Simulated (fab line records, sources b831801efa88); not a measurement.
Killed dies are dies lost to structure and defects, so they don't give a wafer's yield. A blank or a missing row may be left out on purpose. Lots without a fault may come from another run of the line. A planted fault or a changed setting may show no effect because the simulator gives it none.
fab line records | flow sfq_line
record lots=5 wafers=15 last_day=80
route steps=325 shown M3@122 I3@133 M4@148 I4@163 M8@325
lots that met no fault: from a run of the same line without faults
start_h: hours from the record's first day to the start of the lot's first wafer shown | wait_h: hours since the lot's step before | " the same as in the row above | L1.1+2: a row that stands for several wafers | - no value, or no start given | * or withheld: withheld | < > ~ a bound
route shown NAME@n: a module of which the file shows steps, and the number in the route of the first | usual: mean/standard deviation of fault-free wafers | same: alike in all rows | chamber/n: place in a boat | sites: the reading at each site | _std_site: their standard deviation | _edge_site: outer sites' mean less inner sites' | radius_mm: how far each site lies from the wafer's centre | mask NAME#n: copy n | behind: the tool/chamber that last shaped the wafer | hold: why the lot was held/for how many hours/how that ended | device: the transistor (n, p or np) that didn't switch | end of line: the same wafers' tests at the end of the route | a step without rows: its recipe alone | killed: dies lost to structure and defects at the first sort, not the wafer's yield | map: a wafer's dies, x killed, . not, _ none there
set.NAME: the setting as run; set.NAME@STEP: as run at that earlier step | model.NAME: the simulator's own value behind a step, which no gauge read
lots at some steps of the route; a table a step, a row a wafer
services: from which hour (start_h, from the record's first day; less than 0 if before it) a tool's chamber was out of use, for how many hours, and why
## steps
# step SFQ_TRILAYER_M3_LITHO_COAT_080
# recipe resist=BARC spin_rpm=3000 resist_thk_nm=62
# step SFQ_TRILAYER_M3_LITHO_COAT_075
# recipe resist=KrF spin_rpm=3000 resist_thk_nm=600
# step SFQ_TRILAYER_M3_LITHO_SOFTBAKE_079
# recipe temp_c=withheld time_s=withheld resist=KrF
# step SFQ_TRILAYER_M3_LITHO_EXPOSE_076
# recipe mask_id=M3 na=0.6 source_shape=conventional sigma_outer=0.65 target_cd_nm=500 dose_mj=14.4
# step SFQ_TRILAYER_M3_LITHO_PEB_078
# recipe peb_temp_c=115 peb_time_s=60 resist=KrF
# step SFQ_TRILAYER_M3_LITHO_DEVELOP_077
# recipe time_s=60 resist=KrF
# step SFQ_M3_OVL_MEAS_921
# usual M3_OVL=0/4.9
# columns lot.wafer tool chamber start_h wait_h M3_OVL[nm]
L493.1 overlay-01 - 692.56 0.1 -4
L493.2 " - " " -5
L493.6 " - " " -9
L494.2 overlay-01 - 707.47 0.1 -9
L494.3 " - " " -5
L494.4 " - " " -8
L507.1 overlay-01 - 1048.65 0.1 13
L507.3 " - " " 14
L507.4 " - " " 9
L509.2 overlay-02 - 1052.26 0.1 4
L509.4 " - " " 2
L509.6 " - " " 4
L511.1 overlay-02 - 1054.65 0.1 0
L511.3 " - " " 2
L511.6 " - " " -3
# step SFQ_TRILAYER_M3_BARC_OPEN_METAL_ETCH_100
# recipe mask_material=PR chemistry=O2 target_depth_nm=125 target=BARC icp_w=600 bias_w=80 pressure_mtorr=10 time_s=41.7
# step SFQ_TRILAYER_M3_ETCH_METAL_ETCH_078
# recipe target=Nb stop_on=SiO2 mask_material=PR chemistry=Cl2/Ar target_depth_nm=240 icp_w=600 bias_w=80 pressure_mtorr=10 time_s=120
# usual drypump_motor_current_A=5.9/0.48 he_backside_leak_sccm=3.45/0.15 oes_product_au=0.891/0.0073 rf_fwd_power_W=596.8/1.9
# same time_s=120
# columns lot.wafer tool chamber start_h wait_h drypump_motor_current_A he_backside_leak_sccm oes_product_au rf_fwd_power_W rf_hours_counter_h
L493.1 rie_metal-02 0 692.66 0.0 6.5 3.38 0.900 594.8 42
L493.2 " 1 " " 5.2 3.33 0.887 602.2 95
L493.6 " 0 " " 6.5 3.39 0.888 595.5 -
L494.2 rie_metal-02 0 707.56 0.0 6.5 3.26 0.900 594.4 44
L494.3 " 1 " " 5.2 3.35 0.890 594.9 -
L494.4 " 0 " " 6.5 3.30 0.900 593.2 -
L507.1 rie_metal-02 1 1048.75 0.0 5.2 3.33 0.898 595.5 146
L507.3 " 1 " " 5.2 3.56 0.893 595.9 -
L507.4 " 0 " " 6.5 3.55 0.886 594.9 -
L509.2 rie_metal-02 0 1052.35 0.0 6.5 3.32 0.902 594.8 94
L509.4 " 1 " " 5.2 3.54 0.892 594.1 -
L509.6 " 0 " " 6.5 3.38 0.896 597.3 -
L511.1 rie_metal-02 1 1054.75 0.0 5.2 3.72 0.905 600.5 147
L511.3 " 1 " " 5.2 3.69 0.904 598.1 -
L511.6 " 0 " " 6.5 3.42 0.894 595.3 -
# step SFQ_TRILAYER_M3_STRIP_STRIP_079
# recipe gas=O2 power_w=200 platen_temp_c=40 overash_fraction=0.65 chemistry=O2 pressure_mtorr=50
# step SFQ_TRILAYER_M3_STRIP_SOLV_CLEAN_080
# recipe chemistry=NMP temp_c=70 time_s=600
# step SFQ_TRILAYER_I3_DEP_PECVD_081
# recipe material=SiO2 temp_c=150 time_s=111.11 pressure_torr=2.4 rf_w=183.3 precursor=SiH4/N2O target_thk_nm=500
# usual heater_power_w=83/7.1 rf_fwd_power_W=182.4/0.54 susceptor_temp_C=150.00/0.14 throttle_valve_pct=24.2/1.1
# same time_s=111.11
# columns lot.wafer tool chamber start_h wait_h heater_power_w rf_fwd_power_W susceptor_temp_C throttle_valve_pct
L493.1 pecvd-04 0 693.59 0.0 95 181.8 149.86 23.1
L493.2 " 2 " " 86 182.5 150.01 23.7
L493.6 " 0 " " 99 181.7 149.85 23.3
L494.2 pecvd-01 0 708.46 0.0 75 181.8 149.90 24.1
L494.3 " 2 " " 92 182.1 150.18 25.1
L494.4 " 1 " " 77 182.5 149.92 23.7
L507.1 pecvd-01 1 1049.65 0.0 83 183.4 150.21 24.7
L507.3 " 2 " " 91 183.2 150.09 26.4
L507.4 " 1 " " 87 182.7 150.18 24.9
L509.2 pecvd-01 0 1053.25 0.0 79 183.2 149.88 25.0
L509.4 " 0 " " 79 182.5 149.91 24.9
L509.6 " 2 " " 83 182.5 149.94 26.5
L511.1 pecvd-01 0 1055.65 0.0 81 182.4 149.98 24.9
L511.3 " 2 " " 92 183.1 150.20 26.5
L511.6 " 1 " " 76 181.5 150.16 24.8
# step SFQ_TRILAYER_I3_CMP_CMP_082
# recipe material=SiO2 down_force_psi=3 platen_rpm=60 pad_velocity_m_s=0.94248
# usual motor_current_A=10.5/0.92 retaining_ring_pressure_frac=1.000/0.0046 time_to_endpoint_s=215/7
# columns lot.wafer tool chamber start_h wait_h motor_current_A retaining_ring_pressure_frac time_to_endpoint_s model.SiO2_of_TRILAYER_I3_DEP_PECVD_081.thk_nm
L493.2 cmp-01 1 695.49 1.9 11.2 1.002 210 199.2
L493.1 " 2 " " 9.5 1.006 202 200.2
L493.6 " 1 697.49 3.8 11.0 1.001 209 199.6
L494.2 cmp-01 3 710.49 2.0 11.2 1.005 218 199.2
L494.4 " 0 " " 11.6 0.999 281 306.4
L494.3 " 1 " " 11.5 0.998 196 199.1
L507.4 cmp-02 0 1053.88 4.2 10.8 0.994 219 201
L507.3 " 1 " " 8.9 1.000 217 202.2
L507.1 " 3 1055.38 5.7 10.2 0.999 215 200.7
L509.2 cmp-02 2 1056.88 3.6 9.4 0.995 223 201.4
L509.4 " 0 1057.88 4.6 11.2 0.999 232 201.2
L509.6 " 2 1058.88 5.6 9.8 0.991 233 202.5
L511.3 cmp-01 3 1062.00 6.3 11.4 0.994 208 199.3
L511.1 " 0 " " 11.3 0.994 221 198.8
L511.6 " 2 1063.50 7.8 10.2 1.005 216 197.3
# step SFQ_I3_BOW_MEAS_922
# recipe mode=bow
# usual I3_BOW=2/10
# columns lot.wafer tool chamber start_h wait_h I3_BOW[um]
L493.1 film_metro-01 - 698.49 2.0 2
L493.2 " - " " 10
L493.6 " - " " -1
L494.2 film_metro-01 - 713.51 2.5 -2
L494.3 " - " " 1
L494.4 " - " " 5
L507.1 film_metro-04 - 1056.88 1.0 20
L507.3 " - " " 15
L507.4 " - " " 10
L509.2 film_metro-04 - 1059.90 2.5 -10
L509.4 " - " " 4
L509.6 " - " " -11
L511.1 film_metro-04 - 1064.00 1.0 10
L511.3 " - " " 2
L511.6 " - " " 12
# step SFQ_TRILAYER_I3_METRO_MEASURE_083
# usual thk_nm=199.8/1.1
# columns lot.wafer tool chamber start_h wait_h thk_nm
L493.1 film_metro-01 - 698.61 0.1 200.2
L493.2 " - " " 199.1
L493.6 " - " " 199.6
L494.2 film_metro-01 - 713.81 0.3 199.2
L494.3 " - " " 199.1
L494.4 " - " " 306.5
L507.1 film_metro-04 - 1057.00 0.1 200.9
L507.3 " - " " 202.1
L507.4 " - " " 200.9
L509.2 film_metro-04 - 1060.20 0.3 201.4
L509.4 " - " " 201.2
L509.6 " - " " 202.6
L511.1 film_metro-04 - 1064.12 0.1 198.7
L511.3 " - " " 199.3
L511.6 " - " " 197.4
# step SFQ_TRILAYER_I3_VIA_LITHO_COAT_090
# recipe resist=BARC spin_rpm=3000 resist_thk_nm=62
# step SFQ_TRILAYER_I3_VIA_LITHO_COAT_085
# recipe resist=KrF spin_rpm=3000 resist_thk_nm=650
# step SFQ_TRILAYER_I3_VIA_LITHO_SOFTBAKE_089
# recipe temp_c=withheld time_s=withheld resist=KrF
# step SFQ_TRILAYER_I3_VIA_LITHO_EXPOSE_086
# recipe mask_id=I3 na=0.6 source_shape=conventional sigma_outer=0.65 target_cd_nm=500 dose_mj=21.3
# step SFQ_TRILAYER_I3_VIA_LITHO_PEB_088
# recipe peb_temp_c=115 peb_time_s=60 resist=KrF
# step SFQ_TRILAYER_I3_VIA_LITHO_DEVELOP_087
# recipe time_s=60 resist=KrF
# step SFQ_I3_OVL_MEAS_923
# usual I3_OVL=2/6.4
# columns lot.wafer tool chamber start_h wait_h I3_OVL[nm]
L493.1 overlay-01 - 856.25 0.1 6
L493.2 " - " " 9
L493.6 " - " " 8
L494.2 overlay-01 - 869.45 0.1 5
L494.3 " - " " 2
L494.4 " - " " 3
L507.1 overlay-02 - 1060.45 0.1 7
L507.3 " - " " 16
L507.4 " - " " 21
L509.2 overlay-02 - 1064.06 0.1 3
L509.4 " - " " 3
L509.6 " - " " 3
L511.1 overlay-01 - 1067.57 0.1 -4
L511.3 " - " " -4
L511.6 " - " " -7
# step SFQ_TRILAYER_I3_VIA_BARC_OPEN_VIA_ETCH_121
# recipe mask_material=PR chemistry=O2 target_depth_nm=125 target=BARC source_w=500 bias_w=80 pressure_mtorr=30 time_s=41.7
# usual drypump_motor_current_A=5.7/0.59 oes_product_au=0.685/0.0041 rf_fwd_power_W=494.7/2
# same time_s=41.7
# columns lot.wafer tool chamber start_h wait_h drypump_motor_current_A oes_product_au rf_fwd_power_W rf_hours_counter_h
L493.1 rie_diel-04 2 856.28 0.0 6.1 0.686 491.9 3
L493.2 " 3 " " 5.6 0.682 495.0 13
L493.6 " 0 " " 6.1 0.680 496.2 -
L494.2 rie_diel-01 0 869.48 0.0 6.6 0.688 498.2 7
L494.3 " 3 " " 4.9 0.689 493.5 1
L494.4 " 2 " " 5.1 0.682 495.8 9
L507.1 rie_diel-04 2 1060.49 0.0 6.1 0.682 490.6 6
L507.3 " 1 " " 5.3 0.687 494.8 6
L507.4 " 3 " " 5.5 0.683 493.7 17
L509.2 rie_diel-02 3 1064.09 0.0 6.3 0.687 493.3 14
L509.4 " 2 " " 5.4 0.686 495.4 10
L509.6 " 3 " " 6.3 0.685 497.6 -
L511.1 rie_diel-01 3 1067.61 0.0 4.9 0.687 495.2 5
L511.3 " 2 " " 5.1 0.685 495.3 13
L511.6 " 0 " " 6.5 0.688 493.5 -
# step SFQ_TRILAYER_I3_VIA_ETCH_VIA_ETCH_088
# recipe target=SiO2 stop_on=Nb mask_material=PR taper_deg=20 chemistry=CHF3 target_depth_nm=260 source_w=500 bias_w=80 pressure_mtorr=30 time_s=withheld
# usual drypump_motor_current_A=5.7/0.59 oes_product_au=0.855/0.0054 rf_fwd_power_W=498.0/1.6
# columns lot.wafer tool chamber start_h wait_h drypump_motor_current_A oes_product_au rf_fwd_power_W model.I3.feature_depth_nm model.etch.depth_nm
L493.1 rie_diel-04 2 856.32 0.0 6.1 0.850 498.0 200.2 200.2
L493.2 " 3 " " 5.5 0.857 499.0 199.2 199.2
L493.6 " 0 " " 6.1 0.860 498.7 199.6 199.6
L494.2 rie_diel-01 0 869.52 0.0 6.6 0.848 500.5 199.2 199.2
L494.3 " 3 " " 4.9 0.853 498.7 199.1 199.1
L494.4 " 2 " " 5.1 1.009 498.9 264.7 264.7
L507.1 rie_diel-04 2 1060.53 0.0 6.1 0.859 498.5 200.7 200.7
L507.3 " 1 " " 5.4 0.858 497.7 202.2 202.2
L507.4 " 3 " " 5.5 0.861 496.4 201 201
L509.2 rie_diel-02 3 1064.13 0.0 6.3 0.860 497.2 201.4 201.4
L509.4 " 2 " " 5.4 0.867 497.7 201.2 201.2
L509.6 " 3 " " 6.3 0.866 497.2 202.5 202.5
L511.1 rie_diel-01 3 1067.65 0.0 4.8 0.852 497.2 198.8 198.8
L511.3 " 2 " " 5.1 0.854 497.7 199.3 199.3
L511.6 " 0 " " 6.6 0.845 497.5 197.3 197.3
# step SFQ_TRILAYER_I3_VIA_STRIP_STRIP_089
# recipe gas=O2 power_w=200 platen_temp_c=40 overash_fraction=0.65 chemistry=O2 pressure_mtorr=50
# step SFQ_TRILAYER_I3_VIA_STRIP_SOLV_CLEAN_090
# recipe chemistry=NMP temp_c=70 time_s=600
# step SFQ_TRILAYER_M4_DEP_PRE_CLEAN_092
# recipe gas=Ar time_s=22.5 bias_v=250
# same time_s=22.5
# columns lot.wafer tool chamber start_h wait_h model.SiO2_of_TRILAYER_I3_DEP_PECVD_081.thk_nm
L493.1 pvd_sputter-04 - 857.21 0.0 192.7
L493.2 " - " " 191.7
L493.6 " - " " 192.1
L494.2 pvd_sputter-06 - 870.41 0.0 191.7
L494.3 " - " " 191.6
L494.4 " - " " 298.9
L507.1 pvd_sputter-04 - 1061.42 0.0 193.2
L507.3 " - " " 194.7
L507.4 " - " " 193.5
L509.2 pvd_sputter-06 - 1065.02 0.0 193.9
L509.4 " - " " 193.7
L509.6 " - " " 195
L511.1 pvd_sputter-03 - 1068.54 0.0 191.3
L511.3 " - " " 191.8
L511.6 " - " " 189.8
# step SFQ_TRILAYER_M4_DEP_SPUTTER_091
# recipe material=Nb base_pressure_pa=1.33e-06 chamber_pressure_pa=0.1333 substrate_temp_c=20 resputter_cathode_voltage_v=400 target_thk_nm=200 power_w=2000 time_s=133.3
# usual throttle_valve_pct=30.0/1.4
# same time_s=133.3
# columns lot.wafer tool chamber start_h wait_h throttle_valve_pct
L493.1 pvd_sputter-04 - 857.24 0.0 30.3
L493.2 " - " " 31.3
L493.6 " - " " 31.3
L494.2 pvd_sputter-06 - 870.44 0.0 28.8
L494.3 " - " " 28.8
L494.4 " - " " 28.9
L507.1 pvd_sputter-04 - 1061.45 0.0 30.2
L507.3 " - " " 31.2
L507.4 " - " " 31.2
L509.2 pvd_sputter-06 - 1065.05 0.0 30.9
L509.4 " - " " 29.1
L509.6 " - " " 30.8
L511.1 pvd_sputter-03 - 1068.57 0.0 28.1
L511.3 " - " " 30.4
L511.6 " - " " 32.3
# step SFQ_M4_RS_MEAS_924
# recipe thk_meas_gauge=four-point-probe reads=Nb_of_TRILAYER_M4_DEP_SPUTTER_091
# usual M4_NB_RS=0.888/0.011
# columns lot.wafer tool chamber start_h wait_h M4_NB_RS[ohm/sq]
L493.1 film_metro-02 - 857.33 0.0 0.897
L493.2 " - " " 0.885
L493.6 " - " " 0.896
L494.2 film_metro-04 - 870.55 0.1 0.882
L494.3 " - " " 0.899
L494.4 " - " " 0.894
L507.1 film_metro-03 - 1061.54 0.0 0.901
L507.3 " - " " 0.875
L507.4 " - " " 0.904
L509.2 film_metro-02 - 1065.16 0.1 0.895
L509.4 " - " " 0.891
L509.6 " - " " 0.895
L511.1 film_metro-04 - 1068.66 0.0 0.896
L511.3 " - " " 0.889
L511.6 " - " " 0.908
# step SFQ_TRILAYER_M4_LITHO_COAT_098
# recipe resist=BARC spin_rpm=3000 resist_thk_nm=62
# step SFQ_TRILAYER_M4_LITHO_COAT_093
# recipe resist=KrF spin_rpm=3000 resist_thk_nm=600
# step SFQ_TRILAYER_M4_LITHO_SOFTBAKE_097
# recipe temp_c=withheld time_s=withheld resist=KrF
# step SFQ_TRILAYER_M4_LITHO_EXPOSE_094
# recipe mask_id=M4 na=0.6 source_shape=conventional sigma_outer=0.65 target_cd_nm=500 dose_mj=14.4
# step SFQ_TRILAYER_M4_LITHO_PEB_096
# recipe peb_temp_c=115 peb_time_s=60 resist=KrF
# step SFQ_TRILAYER_M4_LITHO_DEVELOP_095
# recipe time_s=60 resist=KrF
# step SFQ_M4_OVL_MEAS_926
# usual M4_OVL=-1/6.2
# columns lot.wafer tool chamber start_h wait_h M4_OVL[nm]
L493.1 overlay-02 - 860.96 0.1 -3
L493.2 " - " " 3
L493.6 " - " " 2
L494.2 overlay-02 - 875.19 0.1 -8
L494.3 " - " " -13
L494.4 " - " " -4
L507.1 overlay-01 - 1170.53 0.1 6
L507.3 " - " " 8
L507.4 " - " " -2
L509.2 overlay-01 - 1172.94 0.1 -3
L509.4 " - " " -9
L509.6 " - " " -5
L511.1 overlay-01 - 1176.53 0.1 -5
L511.3 " - " " -13
L511.6 " - " " -4
# step SFQ_TRILAYER_M4_BARC_OPEN_METAL_ETCH_123
# recipe mask_material=PR chemistry=O2 target_depth_nm=125 target=BARC icp_w=600 bias_w=80 pressure_mtorr=10 time_s=41.7
# step SFQ_TRILAYER_M4_ETCH_METAL_ETCH_096
# recipe target=Nb stop_on=SiO2 mask_material=PR chemistry=Cl2/Ar target_depth_nm=240 icp_w=600 bias_w=80 pressure_mtorr=10 time_s=120
# step SFQ_TRILAYER_M4_STRIP_STRIP_097
# recipe gas=O2 power_w=200 platen_temp_c=40 overash_fraction=0.65 chemistry=O2 pressure_mtorr=50
# usual drypump_motor_current_A=5.88/0.3 he_backside_leak_sccm=3.5/0.32 oes_product_au=1.002/0.01
# columns lot.wafer tool chamber start_h wait_h drypump_motor_current_A he_backside_leak_sccm oes_product_au rf_hours_counter_h
L493.1 rie_metal-04 1 861.18 0.1 5.68 3.4 1.019 136
L493.2 " 0 " " 6.32 3.3 1.014 37
L493.6 " 0 " " 6.30 3.3 1.009 -
L494.2 rie_metal-03 1 875.40 0.1 6.31 3.5 1.019 118
L494.3 " 0 " " 5.57 3.6 1.011 -
L494.4 " 1 " " 6.31 3.5 1.011 -
L507.1 rie_metal-01 1 1170.75 0.1 5.76 3.4 0.993 61
L507.3 " 1 " " 5.73 3.4 1.002 -
L507.4 " 0 " " 5.73 3.4 1.007 -
L509.2 rie_metal-01 0 1173.15 0.1 5.82 3.3 1.005 32
L509.4 " 0 " " 5.80 3.7 1.013 -
L509.6 " 1 " " 5.74 3.3 0.990 -
L511.1 rie_metal-04 1 1176.75 0.1 5.69 3.4 0.996 31
L511.3 " 1 " " 5.68 3.1 0.999 -
L511.6 " 1 " " 5.69 3.3 1.002 -
# step SFQ_TRILAYER_M4_STRIP_SOLV_CLEAN_098
# recipe chemistry=NMP temp_c=70 time_s=600
# step SFQ_TRILAYER_I4_DEP_PECVD_099
# recipe material=SiO2 temp_c=150 time_s=111.11 pressure_torr=2.4 rf_w=183.3 precursor=SiH4/N2O target_thk_nm=500
# step SFQ_M8_BOW_MEAS_951
# recipe mode=bow
# usual M8_BOW=7/12
# columns lot.wafer tool chamber start_h wait_h M8_BOW[um] model.etest.i3.link_ohm
L493.1 film_metro-01 - 1628.80 0.0 6 1.975
L493.2 " - " " 15 1.974
L493.6 " - " " 4 1.981
L494.2 film_metro-02 - 1630.02 0.0 3 1.947
L494.3 " - " " 5 1.972
L494.4 " - " " 9 1e+06
L507.1 film_metro-03 - 1911.90 0.0 8 1.97
L507.3 " - " " 3 1.938
L507.4 " - " " 0 1.985
L509.2 film_metro-03 - 1919.24 0.0 1 1.964
L509.4 " - " " 15 1.972
L509.6 " - " " 0 1.975
L511.1 film_metro-01 - 1926.42 0.0 21 1.972
L511.3 " - " " 11 1.964
L511.6 " - " " 22 1.983
## services
# columns tool chamber start_h hours kind
rie_diel-01 0 686.72 12.7 repair
rie_diel-01 1 688.03 4.3 repair
rie_diel-04 - 693.37 0.4 repair
rie_diel-04 0 709.48 1.3 repair
rie_diel-01 1 723.24 11.4 repair
pvd_sputter-06 - 739.09 8.3 repair
rie_metal-02 - 757.38 2.8 repair
rie_diel-01 3 765.37 7.0 repair
rie_diel-01 3 786.79 3.2 repair
rie_diel-01 0 826.11 9.2 repair
rie_diel-01 0 840.99 5.1 repair
pvd_sputter-06 - 871.40 3.2 repair
rie_diel-01 3 874.89 12.1 repair
pecvd-01 0 879.87 5.6 repair
rie_diel-01 2 890.97 5.3 repair
pecvd-01 - 908.53 2.3 repair
pecvd-01 - 943.51 2.8 pm
rie_diel-04 - 946.53 0.5 repair
rie_diel-01 3 957.45 25.1 repair
pvd_sputter-06 - 979.65 3.6 repair
pvd_sputter-06 - 1030.09 5.5 repair
rie_diel-04 - 1081.86 2.8 pm
rie_diel-04 - 1088.04 1.1 repair
rie_diel-01 0 1088.97 4.0 repair
## key
first_sign step=SFQ_TRILAYER_I3_CMP_CMP_082 reading=time_to_endpoint_s direction=up sigmas=9.5 usual=* struck=*
effect step=SFQ_TRILAYER_I3_METRO_MEASURE_083 reading=thk_nm direction=up sigmas=94 usual=199.8 struck=306.5
effect step=SFQ_TRILAYER_I3_VIA_ETCH_VIA_ETCH_088 reading=oes_product_au direction=up sigmas=28 usual=0.855 struck=1.009
model_effect step=SFQ_TRILAYER_I3_CMP_CMP_082 value=SiO2_of_TRILAYER_I3_DEP_PECVD_081.thk_nm without=200.6 struck=306.4
model_effect step=SFQ_TRILAYER_I3_VIA_ETCH_VIA_ETCH_088 value=I3.feature_depth_nm without=200.6 struck=264.7
model_effect step=SFQ_TRILAYER_M4_DEP_PRE_CLEAN_092 value=SiO2_of_TRILAYER_I3_DEP_PECVD_081.thk_nm without=193.1 struck=298.9
model_effect step=SFQ_M8_BOW_MEAS_951 value=etest.i3.link_ohm without=1.967 struck=1e+06
met_at SFQ_TRILAYER_I3_CMP_CMP_082
struck_wafers L494.4
onset_between 695.49 710.49
fault kind=process_parameter_drift tool=cmp-01 chamber=- onset_h=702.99 steps=SFQ_TRILAYER_I3_CMP_CMP_082 channel=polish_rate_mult offset=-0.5 shape=step end_h=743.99 scope=struck_wafers_only
